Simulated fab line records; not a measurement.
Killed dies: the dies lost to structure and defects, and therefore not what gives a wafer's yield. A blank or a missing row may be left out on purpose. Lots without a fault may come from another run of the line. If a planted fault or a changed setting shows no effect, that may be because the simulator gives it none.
fab line records | flow gf180mcu
record lots=7 | wafers=21 | last-day=34
route steps=602 shown DNWELL@32 NWELL@42 PASSIVATION@602
lots with no fault: from the same line, run without faults
start-h: hours from the record's opening day to when the first of the lot's shown wafers began | wait-h: time in hours since the lot's previous step | " same as the row above | L1.1+2: a row that stands for several wafers | - no value, or no start given | * or withheld: withheld | < > ~ a bound
route shown NAME@n: a module of which the file shows steps, and the number in the route of the first | usual: mean/standard deviation of fault-free wafers | same: alike in all rows | chamber/n: place in a boat | sites: the reading at each site | _std_site: their standard deviation | _edge_site: outer sites' mean less inner sites' | radius-mm: for every site, how far away it sits from the centre of the wafer | mask NAME#n: copy n | behind: the tool/chamber that last shaped the wafer | hold: reason for holding the lot/hours on hold/outcome of the hold | device: the n, p or np transistor that did not switch | end of line: tests run on the same wafers once the route is complete | where a step has no rows: the recipe by itself | killed: dies that structure and defects cost at the first sort, which is not the same as the wafer's yield | map: dies across one wafer; x = killed, . = not, _ = none there
set.NAME: the run value of the setting; set.NAME@STEP: its run value at that earlier step | model.NAME: the simulator's own value behind a step, which no gauge read
lots at selected steps of the route; one table per step, one row per wafer
services: from which hour (start-h, from the record's first day; less than 0 if before it) a tool's chamber was out of use, for how many hours, and why
## steps
# step GF_DNWELL_DEHYDRATE_00
# recipe temp-c=200 | time-s=60
# step GF_DNWELL_HMDS_01
# recipe prime-time-s=60 | prime-temp-c=120
# step GF_DNWELL_COAT_02
# recipe spin-rpm=2000 | resist-thk-nm=3000
# step GF_DNWELL_SOFTBAKE_03
# recipe temp-c=110 | time-s=withheld
# step GF_DNWELL_EXPOSE_04
# recipe mask-id=DNWELL | target-cd-nm=1700 | na=0.6 | source-shape=conventional | sigma-outer=0.6 | dose-mj=260
# step GF_DNWELL_PEB_05
# recipe temp-c=115 | time-s=withheld
# step GF_DNWELL_DEVELOP_06
# recipe wall-angle-deg=90 | develop-time-s=60 | dev-temp-c=23
# step GF_DNWELL_IMPLANT_07
# recipe species=P | energy-kev=1500 | dose-cm2=1e+13 | tilt-deg=0
# step GF_DNWELL_STRIP_08
# recipe chemistry=O2/N2 | power-w=1400 | pressure-mtorr=1500 | platen-temp-c=250 | o2-flow-sccm=3000 | n2-flow-sccm=300 | overash-fraction=0.5
# usual chamber-pressure-mTorr=1500.0/1.3 | drypump-motor-current-A=5.6/0.34 | heater-power-w=336/49 | oes-product-au=0.722/0.0039 | platen-temp-c=250.04/0.22 | strip-time-to-endpoint-s=37.02/0.1
# same overash-fraction=0.5
lot.wafer | tool            | chamber | start-h | wait-h | chamber-pressure-mTorr | drypump-motor-current-A | heater-power-w | oes-product-au | platen-temp-c | rf-hours-counter-h | strip-time-to-endpoint-s
L902.1    | plasma-asher-03 | 0       | 48.98   | 0.1    | 1500.4                 | 5.0                     | 415            | 0.725          | 250.08        | 38                 | 36.93
L902.2    | "               | 1       | "       | "      | 1500.7                 | 5.4                     | 333            | 0.719          | 250.03        | 38                 | 36.84
L902.6    | "               | 1       | "       | "      | 1498.4                 | 5.4                     | 328            | 0.723          | 250.01        | -                  | 36.87
L907.1    | plasma-asher-01 | 1       | 75.43   | 0.1    | 1500.6                 | 6.1                     | 289            | 0.716          | 250.34        | 43                 | 36.96
L907.3    | "               | 0       | "       | "      | 1499.7                 | 5.9                     | 337            | 0.724          | 250.20        | -                  | 37.06
L907.6    | "               | 1       | "       | "      | 1500.9                 | 6.1                     | 294            | 0.719          | 250.06        | -                  | 37.03
L908.2    | plasma-asher-02 | 1       | 78.97   | 0.1    | 1501.9                 | 5.8                     | 338            | 0.722          | 249.93        | 44                 | 37.21
L908.5    | "               | 1       | "       | "      | 1499.7                 | 5.8                     | 333            | 0.716          | 249.49        | -                  | 37.21
L908.6    | "               | 0       | "       | "      | 1499.8                 | 5.7                     | 281            | 0.722          | 250.36        | -                  | 37.10
L909.1    | plasma-asher-02 | 0       | 85.53   | 0.1    | 1496.4                 | 5.7                     | 284            | 0.722          | 249.95        | 45                 | 37.09
L909.4    | "               | 1       | "       | "      | 1498.7                 | 5.8                     | 342            | 0.723          | 249.92        | -                  | 37.06
L909.5    | "               | 0       | "       | "      | 1500.7                 | 5.7                     | 284            | 0.725          | 250.13        | -                  | 37.09
L921.3    | plasma-asher-02 | 1       | 148.71  | 0.1    | 1497.5                 | 5.8                     | 341            | 0.722          | 250.60        | -                  | 37.07
L921.4    | "               | 0       | "       | "      | 1498.9                 | 5.6                     | 279            | 0.726          | 250.27        | -                  | 37.12
L921.6    | "               | 1       | "       | "      | 1497.4                 | 5.8                     | 336            | 0.716          | 250.49        | -                  | 37.09
L922.1    | plasma-asher-03 | 1       | 155.53  | 0.1    | 1500.9                 | 5.4                     | 324            | 0.721          | 249.91        | 4                  | 36.86
L922.2    | "               | 0       | "       | "      | 1498.4                 | 5.0                     | 436            | 0.719          | 249.85        | 4                  | 36.83
L922.6    | "               | 0       | "       | "      | 1500.8                 | 5.0                     | 445            | 0.723          | 250.25        | -                  | 36.80
L924.3    | plasma-asher-03 | 0       | 165.31  | 0.1    | 1500.7                 | 5.0                     | 427            | 0.726          | 250.40        | -                  | 36.94
L924.5    | "               | 1       | "       | "      | 1497.4                 | 5.4                     | 317            | 0.722          | 250.22        | -                  | 36.77
L924.6    | "               | 0       | "       | "      | 1500.6                 | 5.0                     | 429            | 0.730          | 249.91        | -                  | 36.88
# step GF_DNWELL_TW_MEAS_09
# usual DNWELL_TW=1350/10
lot.wafer | tool          | chamber | start-h | wait-h | DNWELL_TW
L902.1    | film-metro-04 | -       | 49.08   | 0.1    | 1342
L902.2    | "             | -       | "       | "      | 1344
L902.6    | "             | -       | "       | "      | 1337
L907.1    | film-metro-03 | -       | 75.53   | 0.1    | 1343
L907.3    | "             | -       | "       | "      | 1345
L907.6    | "             | -       | "       | "      | 1343
L908.2    | film-metro-03 | -       | 79.08   | 0.1    | 1345
L908.5    | "             | -       | "       | "      | 1342
L908.6    | "             | -       | "       | "      | 1346
L909.1    | film-metro-02 | -       | 85.63   | 0.1    | 1345
L909.4    | "             | -       | "       | "      | 1356
L909.5    | "             | -       | "       | "      | 1351
L921.3    | film-metro-03 | -       | 148.80  | 0.1    | 1352
L921.4    | "             | -       | "       | "      | 1354
L921.6    | "             | -       | "       | "      | 1349
L922.1    | film-metro-02 | -       | 155.62  | 0.1    | 1351
L922.2    | "             | -       | "       | "      | 1361
L922.6    | "             | -       | "       | "      | 1354
L924.3    | film-metro-03 | -       | 165.39  | 0.1    | 1349
L924.5    | "             | -       | "       | "      | 1337
L924.6    | "             | -       | "       | "      | 1344
# step GF_NWELL_DEHYDRATE_00
# recipe temp-c=200 | time-s=60
# step GF_NWELL_HMDS_01
# recipe prime-time-s=60 | prime-temp-c=120
# step GF_NWELL_COAT_02
# recipe spin-rpm=2000 | resist-thk-nm=3000
# usual dispense-pressure-kPa=51.3/0.79
lot.wafer | tool           | chamber | start-h | wait-h | dispense-pressure-kPa | model.coat_of_NWELL_COAT_02.thk-nm
L902.1    | litho-track-03 | 0       | 55.03   | 0.1    | 48.7                  | 2998
L902.2    | "              | 0       | "       | "      | 48.7                  | 2995
L902.6    | "              | 0       | "       | "      | 48.7                  | 2998
L907.1    | litho-track-04 | 0       | 81.37   | 0.1    | 51.4                  | 1868
L907.3    | "              | 0       | "       | "      | 51.4                  | 1867
L907.6    | "              | 0       | "       | "      | 51.3                  | 1868
L908.2    | litho-track-04 | 0       | 85.20   | 0.1    | 51.4                  | 1873
L908.5    | "              | 0       | "       | "      | 51.3                  | 1870
L908.6    | "              | 0       | "       | "      | 51.4                  | 1874
L909.1    | litho-track-04 | 0       | 91.72   | 0.1    | 51.4                  | 1868
L909.4    | "              | 0       | "       | "      | 51.4                  | 1867
L909.5    | "              | 0       | "       | "      | 51.4                  | 1869
L921.3    | litho-track-02 | 0       | 155.87  | 0.1    | 51.7                  | 3005
L921.4    | "              | 0       | "       | "      | 51.7                  | 2998
L921.6    | "              | 0       | "       | "      | 51.7                  | 2995
L922.1    | litho-track-02 | 0       | 162.77  | 0.1    | 51.7                  | 3004
L922.2    | "              | 0       | "       | "      | 51.7                  | 3001
L922.6    | "              | 0       | "       | "      | 51.7                  | 3007
L924.3    | litho-track-04 | 0       | 173.77  | 0.1    | 51.3                  | 2997
L924.5    | "              | 0       | "       | "      | 51.3                  | 2992
L924.6    | "              | 0       | "       | "      | 51.3                  | 2993
# step GF_NWELL_SOFTBAKE_03
# recipe temp-c=110 | time-s=withheld
# step GF_NWELL_EXPOSE_04
# recipe mask-id=Nwell | target-cd-nm=860 | na=0.6 | source-shape=conventional | sigma-outer=0.6 | dose-mj=260
# step GF_NWELL_PEB_05
# recipe temp-c=115 | time-s=withheld
# step GF_NWELL_DEVELOP_06
# recipe wall-angle-deg=90 | develop-time-s=60 | dev-temp-c=23
# same develop-time-s=60
lot.wafer | tool           | chamber | start-h | wait-h | model.coat_of_NWELL_COAT_02.thk-nm
L902.1+6  | litho-track-04 | 0       | -       | -      | 2997
L902.2    | "              | 0       | "       | "      | 2994
L907.1+6  | litho-track-04 | 0       | -       | -      | 1867
L907.3    | "              | 0       | "       | "      | 1866
L908.2    | litho-track-03 | 0       | -       | -      | 1871
L908.5    | "              | 0       | "       | "      | 1869
L908.6    | "              | 0       | "       | "      | 1873
L909.1    | litho-track-02 | 0       | -       | -      | 1867
L909.4    | "              | 0       | "       | "      | 1866
L909.5    | "              | 0       | "       | "      | 1868
L921.3    | litho-track-03 | 0       | -       | -      | 3004
L921.4    | "              | 0       | "       | "      | 2997
L921.6    | "              | 0       | "       | "      | 2994
L922.1    | litho-track-02 | 0       | -       | -      | 3003
L922.2    | "              | 0       | "       | "      | 3000
L922.6    | "              | 0       | "       | "      | 3006
L924.3    | litho-track-03 | 0       | -       | -      | 2996
L924.5    | "              | 0       | "       | "      | 2991
L924.6    | "              | 0       | "       | "      | 2992
# step GF_NWELL_OVL_MEAS_07
# usual NWELL_OVL=-0.2/1.3
lot.wafer | tool       | chamber | start-h | wait-h | NWELL_OVL[nm]
L902.1    | overlay-02 | -       | 61.62   | -      | -0.2
L902.2    | "          | -       | "       | "      | 1.3
L902.6    | "          | -       | "       | "      | 0.1
L907.1    | overlay-01 | -       | 88.42   | -      | -0.5
L907.3    | "          | -       | "       | "      | -0.2
L907.6    | "          | -       | "       | "      | 0.8
L908.2    | overlay-01 | -       | 92.08   | -      | 0.4
L908.5    | "          | -       | "       | "      | -0.4
L908.6    | "          | -       | "       | "      | 1.0
L909.1    | overlay-02 | -       | 99.12   | -      | -0.6
L909.4    | "          | -       | "       | "      | 0.4
L909.5    | "          | -       | "       | "      | 0.3
L921.3    | overlay-02 | -       | 163.54  | -      | 0.8
L921.4    | "          | -       | "       | "      | 1.7
L921.6    | "          | -       | "       | "      | 1.4
L922.1    | overlay-02 | -       | 171.42  | -      | 0.1
L922.2    | "          | -       | "       | "      | 1.1
L922.6    | "          | -       | "       | "      | -0.6
L924.3    | overlay-02 | -       | 181.94  | -      | -0.7
L924.5    | "          | -       | "       | "      | 1.2
L924.6    | "          | -       | "       | "      | 0.5
# step GF_NWELL_IMPLANT_08
# recipe species=P | energy-kev=450 | dose-cm2=1.5e+13 | tilt-deg=0
# step GF_NWELL_IMPLANT_09
# recipe species=P | energy-kev=160 | dose-cm2=4e+12 | tilt-deg=0
# step GF_NWELL_STRIP_10
# recipe chemistry=O2/N2 | power-w=1400 | pressure-mtorr=1500 | platen-temp-c=250 | o2-flow-sccm=3000 | n2-flow-sccm=300 | overash-fraction=0.5
# usual chamber-pressure-mTorr=1500.1/1.3 | drypump-motor-current-A=5.6/0.39 | heater-power-w=334/37 | oes-product-au=0.722/0.005 | platen-temp-c=249.98/0.18 | strip-time-to-endpoint-s=37.00/0.1
# same overash-fraction=0.5
lot.wafer | tool            | chamber | start-h | wait-h | chamber-pressure-mTorr | drypump-motor-current-A | heater-power-w | oes-product-au | platen-temp-c | rf-hours-counter-h | strip-time-to-endpoint-s
L902.1    | plasma-asher-01 | 1       | 61.96   | 0.1    | 1500.5                 | 6.0                     | 300            | 0.721          | 249.88        | 42                 | 36.93
L902.2    | "               | 0       | "       | "      | 1499.0                 | 5.9                     | 351            | 0.727          | 249.71        | 42                 | 36.89
L902.6    | "               | 1       | "       | "      | 1501.2                 | 6.0                     | 293            | 0.726          | 249.96        | -                  | 36.94
L907.1    | plasma-asher-01 | 0       | 88.76   | 0.1    | 1500.2                 | 5.9                     | 339            | 0.717          | 249.99        | 45                 | 23.83
L907.3    | "               | 0       | "       | "      | 1500.5                 | 5.9                     | 336            | 0.716          | 249.86        | -                  | 23.80
L907.6    | "               | 0       | "       | "      | 1501.1                 | 5.9                     | 342            | 0.716          | 250.18        | -                  | 23.83
L908.2    | plasma-asher-02 | 0       | 92.41   | 0.1    | 1501.4                 | 5.7                     | 283            | 0.713          | 249.89        | 46                 | 23.88
L908.5    | "               | 0       | "       | "      | 1499.6                 | 5.6                     | 276            | 0.721          | 250.17        | -                  | 23.85
L908.6    | "               | 1       | "       | "      | 1501.2                 | 5.8                     | 347            | 0.724          | 250.11        | -                  | 23.92
L909.1    | plasma-asher-04 | 0       | 99.45   | 0.1    | 1499.6                 | 5.5                     | 394            | 0.727          | 249.96        | 28                 | 23.84
L909.4    | "               | 1       | "       | "      | 1498.0                 | 4.9                     | 323            | 0.717          | 250.11        | -                  | 23.81
L909.5    | "               | 0       | "       | "      | 1500.6                 | 5.6                     | 388            | 0.716          | 249.89        | -                  | 23.86
L921.3    | plasma-asher-01 | 1       | 163.89  | 0.1    | 1500.4                 | 6.1                     | 302            | 0.719          | 250.04        | -                  | 37.00
L921.4    | "               | 0       | "       | "      | 1500.0                 | 5.9                     | 341            | 0.727          | 250.12        | -                  | 36.93
L921.6    | "               | 0       | "       | "      | 1499.9                 | 5.9                     | 350            | 0.723          | 249.84        | -                  | 36.89
L922.1    | plasma-asher-04 | 0       | 171.75  | 0.1    | 1499.1                 | 5.5                     | 390            | 0.726          | 250.11        | 36                 | 36.99
L922.2    | "               | 1       | "       | "      | 1499.7                 | 4.9                     | 335            | 0.717          | 250.00        | 36                 | 36.97
L922.6    | "               | 0       | "       | "      | 1501.9                 | 5.5                     | 389            | 0.729          | 250.01        | -                  | 37.05
L924.3    | plasma-asher-04 | 1       | 182.29  | 0.1    | 1498.8                 | 4.9                     | 324            | 0.730          | 250.06        | -                  | 36.92
L924.5    | "               | 0       | "       | "      | 1498.8                 | 5.5                     | 390            | 0.722          | 250.19        | -                  | 36.84
L924.6    | "               | 1       | "       | "      | 1498.1                 | 4.9                     | 341            | 0.713          | 249.76        | -                  | 36.89
# step GF_NWELL_TW_MEAS_11
# usual NWELL_TW=1565/8.2
lot.wafer | tool          | chamber | start-h | wait-h | NWELL_TW
L902.1    | film-metro-03 | -       | 62.06   | 0.1    | 1561
L902.2    | "             | -       | "       | "      | 1562
L902.6    | "             | -       | "       | "      | 1563
L907.1    | film-metro-04 | -       | 88.86   | 0.1    | 1565
L907.3    | "             | -       | "       | "      | 1563
L907.6    | "             | -       | "       | "      | 1562
L908.2    | film-metro-01 | -       | 92.52   | 0.1    | 1569
L908.5    | "             | -       | "       | "      | 1576
L908.6    | "             | -       | "       | "      | 1567
L909.1    | film-metro-01 | -       | 99.55   | 0.1    | 1569
L909.4    | "             | -       | "       | "      | 1568
L909.5    | "             | -       | "       | "      | 1564
L921.3    | film-metro-03 | -       | 163.98  | 0.1    | 1572
L921.4    | "             | -       | "       | "      | 1572
L921.6    | "             | -       | "       | "      | 1575
L922.1    | film-metro-04 | -       | 171.85  | 0.1    | 1564
L922.2    | "             | -       | "       | "      | 1567
L922.6    | "             | -       | "       | "      | 1565
L924.3    | film-metro-03 | -       | 182.43  | 0.1    | 1564
L924.5    | "             | -       | "       | "      | 1574
L924.6    | "             | -       | "       | "      | 1563
# step GF_PASSIVATION_PROBE_99
lot.wafer | tool      | chamber | start-h | wait-h | model.etest.pwell-in-dnwell.line-ohm-um | model.etest.ldpmos_10p0.r-on-ohm-um | model.etest.pwell-in-dnwell.width-nm | model.etest.nwell.line-ohm-um | model.etest.nwell.width-nm
L902.1    | prober-01 | -       | 686.62  | 0.1    | 4211                                    | 1.103e+04                           | 589.1                                | 1102                          | 868
L902.2    | prober-01 | -       | 686.67  | 0.1    | 4157                                    | 1.11e+04                            | 588                                  | 1103                          | 878.2
L902.6    | prober-01 | -       | 686.87  | 0.2    | 4165                                    | 1.111e+04                           | 588.4                                | 1121                          | 867.2
L907.1    | prober-02 | -       | 721.27  | 0.1    | 4860                                    | 1.13e+04                            | 481.6                                | 1096                          | 904.7
L907.3    | prober-02 | -       | 721.37  | 0.2    | 5043                                    | 1.142e+04                           | 485                                  | 1128                          | 904
L907.6    | prober-02 | -       | 721.52  | 0.2    | 4856                                    | 1.139e+04                           | 485.6                                | 1089                          | 905.6
L908.2    | prober-01 | -       | 731.48  | 0.1    | 4654                                    | 1.145e+04                           | 488.4                                | 1083                          | 897.8
L908.5    | prober-01 | -       | 731.63  | 0.2    | 4759                                    | 1.14e+04                            | 488.3                                | 1071                          | 902.9
L908.6    | prober-01 | -       | 731.68  | 0.2    | 4819                                    | 1.129e+04                           | 484.2                                | 1086                          | 898.3
L909.1    | prober-01 | -       | 738.18  | 0.1    | 4869                                    | 1.134e+04                           | 486.9                                | 1115                          | 907.3
L909.4    | prober-01 | -       | 738.33  | 0.2    | 4894                                    | 1.134e+04                           | 485.7                                | 1112                          | 907.4
L909.5    | prober-01 | -       | 738.38  | 0.2    | 4714                                    | 1.133e+04                           | 488.1                                | 1073                          | 902.1
L921.3    | prober-02 | -       | 798.72  | 0.2    | 4127                                    | 1.098e+04                           | 595.9                                | 1175                          | 865.9
L921.4    | prober-02 | -       | 798.77  | 0.2    | 4009                                    | 1.092e+04                           | 594.5                                | 1124                          | 865.1
L921.6    | prober-02 | -       | 798.87  | 0.2    | 4167                                    | 1.111e+04                           | 593.6                                | 1167                          | 868
L922.1    | prober-01 | -       | 802.47  | 0.1    | 3988                                    | 1.117e+04                           | 596.3                                | 1209                          | 861.5
L922.2    | prober-01 | -       | 802.52  | 0.1    | 3799                                    | 1.103e+04                           | 596.1                                | 1169                          | 857.2
L922.6    | prober-01 | -       | 802.72  | 0.2    | 3766                                    | 1.092e+04                           | 594.5                                | 1140                          | 866.7
L924.3    | prober-01 | -       | 815.45  | 0.2    | 4239                                    | 1.118e+04                           | 600.4                                | 1186                          | 861.8
L924.5    | prober-01 | -       | 815.55  | 0.2    | 4158                                    | 1.142e+04                           | 596                                  | 1186                          | 867.7
L924.6    | prober-01 | -       | 815.60  | 0.2    | 4061                                    | 1.115e+04                           | 601.6                                | 1173                          | 859.9
# killed by level:class
L902.1 V3:geometric-particle:open=6 V4:geometric-particle:open=5 V1:geometric-particle:open=4 V2:geometric-particle:open=4 V5:geometric-particle:open=4 STI:geometric-particle:open=3 CONTACT:geometric-particle:short=3 STI:geometric-particle:short=2
L902.2 V3:geometric-particle:open=5 CONTACT:geometric-particle:open=4 V4:geometric-particle:open=4 V2:geometric-particle:short=4 V5:geometric-particle:open=4 STI:geometric-particle:open=3 V1:geometric-particle:open=3 V1:geometric-particle:short=3
L902.6 V4:geometric-particle:open=5 M2:geometric-particle:short=4 V3:geometric-particle:open=4 CONTACT:geometric-particle:open=3 V1:geometric-particle:open=3 V2:geometric-particle:short=3 V2:geometric-particle:open=3 V5:geometric-particle:short=3
L908.2 CONTACT:geometric-particle:open=6 STI:geometric-particle:open=5 V5:geometric-particle:short=5 V3:geometric-particle:open=4 V4:geometric-particle:open=4 STI:geometric-particle:short=3 POLY_GATE:geometric-particle:open=3 V1:geometric-particle:short=3
L908.5 STI:geometric-particle:short=4 V5:geometric-particle:open=4 M4:geometric-particle:short=4 V2:geometric-particle:open=3 M3:geometric-particle:short=3 V3:geometric-particle:open=3 SALICIDE:geometric-particle:open=2 M1:geometric-particle:short=2
L908.6 STI:geometric-particle:open=6 POLY_GATE:geometric-particle:short=4 M3:geometric-particle:short=4 V4:geometric-particle:open=4 NWELL:area-expose=4 POLY_GATE:geometric-particle:open=3 V3:geometric-particle:open=3 CONTACT:geometric-particle:open=2
L909.1 V3:geometric-particle:open=6 CONTACT:geometric-particle:open=5 V5:geometric-particle:open=5 V1:geometric-particle:open=3 STI:geometric-particle:short=2 M2:geometric-particle:short=2 M4:geometric-particle:short=2 V4:geometric-particle:open=2
L909.4 CONTACT:geometric-particle:open=6 V3:geometric-particle:open=5 V5:geometric-particle:open=4 STI:geometric-particle:open=3 M1:geometric-particle:short=3 M2:geometric-particle:short=3 V2:geometric-particle:open=3 NWELL:area-expose=3
L909.5 V1:geometric-particle:open=8 V2:geometric-particle:open=6 CONTACT:geometric-particle:open=5 POLY_GATE:geometric-particle:open=4 M1:geometric-particle:short=4 V3:geometric-particle:open=4 V4:geometric-particle:open=4 STI:geometric-particle:open=3
L921.3 CONTACT:geometric-particle:open=7 STI:geometric-particle:short=6 M1:geometric-particle:short=5 V3:geometric-particle:open=4 V5:geometric-particle:short=4 STI:geometric-particle:open=3 V1:geometric-particle:open=3 V5:geometric-particle:open=3
L921.4 STI:geometric-particle:short=5 CONTACT:geometric-particle:open=5 V4:geometric-particle:open=4 CONTACT:geometric-particle:short=3 V3:geometric-particle:open=3 V1:geometric-particle:short=2 M2:geometric-particle:short=2 M4:geometric-particle:open=2
L921.6 V1:geometric-particle:open=7 V5:geometric-particle:open=5 STI:geometric-particle:open=4 V4:geometric-particle:open=4 STI:geometric-particle:short=3 V3:geometric-particle:open=3 CONTACT:geometric-particle:open=3 POLY_GATE:geometric-particle:open=2
L922.1 V2:geometric-particle:open=5 M1:geometric-particle:short=4 V3:geometric-particle:open=4 STI:geometric-particle:open=3 CONTACT:geometric-particle:short=3 CONTACT:geometric-particle:open=3 V1:geometric-particle:short=3 M4:geometric-particle:short=3
L922.2 V1:geometric-particle:open=9 V2:geometric-particle:open=6 CONTACT:geometric-particle:open=4 V3:geometric-particle:open=4 CONTACT:geometric-particle:short=3 STI:geometric-particle:open=2 V5:geometric-particle:open=2 V3:geometric-particle:short=2
L922.6 V4:geometric-particle:open=5 STI:geometric-particle:open=4 V1:geometric-particle:open=4 V2:geometric-particle:open=4 V3:geometric-particle:open=4 V5:geometric-particle:short=4 V5:geometric-particle:open=4 CONTACT:geometric-particle:open=3
L924.3 V1:geometric-particle:short=5 M5:geometric-particle:short=5 CONTACT:geometric-particle:short=4 M2:geometric-particle:short=4 V2:geometric-particle:short=4 V4:geometric-particle:open=3 CONTACT:geometric-particle:open=3 V1:geometric-particle:open=3
L924.5 V2:geometric-particle:open=6 CONTACT:geometric-particle:open=4 V5:geometric-particle:open=4 V1:geometric-particle:open=3 V1:geometric-particle:short=3 V3:geometric-particle:open=3 STI:geometric-particle:open=2 CONTACT:geometric-particle:short=2
L924.6 V5:geometric-particle:open=6 STI:geometric-particle:open=5 V1:geometric-particle:open=4 V1:geometric-particle:short=3 V2:geometric-particle:open=3 CONTACT:geometric-particle:open=2 CONTACT:geometric-particle:short=2 V2:geometric-particle:short=2
## services
tool            | chamber | start-h | hours | kind
plasma-asher-01 | -       | 29.19   | 2.3   | repair
plasma-asher-03 | -       | 73.00   | 2.8   | pm
plasma-asher-02 | -       | 80.00   | 2.8   | pm
plasma-asher-03 | -       | 108.75  | 9.0   | pm
plasma-asher-03 | 0       | 108.75  | 9.0   | vent-cycle
plasma-asher-03 | 1       | 108.75  | 9.0   | vent-cycle
plasma-asher-03 | 0       | 117.75  | -     | clean
plasma-asher-03 | 1       | 117.75  | -     | clean
plasma-asher-01 | -       | 153.74  | 2.8   | pm
## key
first-sign step=GF_NWELL_STRIP_10 | reading=strip-time-to-endpoint-s | direction=down | sigmas=99+ | usual=* | struck=*
effect none on later readings
model-effect step=GF_NWELL_COAT_02 | value=coat_of_NWELL_COAT_02.thk-nm | without=3006 | struck=1869
model-effect step=GF_NWELL_DEVELOP_06 | value=coat_of_NWELL_COAT_02.thk-nm | without=3005 | struck=1868
model-effect step=GF_PASSIVATION_PROBE_99 | value=etest.pwell-in-dnwell.line-ohm-um | without=3912 | struck=4830
met-at GF_NWELL_COAT_02
struck-wafers L907.1,L907.3,L907.6,L908.2,L908.5,L908.6,L909.1,L909.4,L909.5
sort-left-out L907.1,L907.3,L907.6
tester-left-out L907,L908,L909
fault kind=process-parameter-drift | tool=litho-track-04 | chamber=- | onset-h=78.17 | steps=GF_NWELL_COAT_02 | channel=resist-thk-nm | offset=* | shape=step | end-h=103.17 | acts-in=* | stated=*
# tester-left-out: of these lots the tester's yield and bins aren't shown, on N5 and GAA mostly nor the transistor test; their killed dies are dies lost to structure and defects alone, not to doping, threshold or leakage, so they don't give the yield
# sort-left-out: the simulated sort isn't trusted on such a fault, so these wafers' sort isn't shown, and their yield isn't known
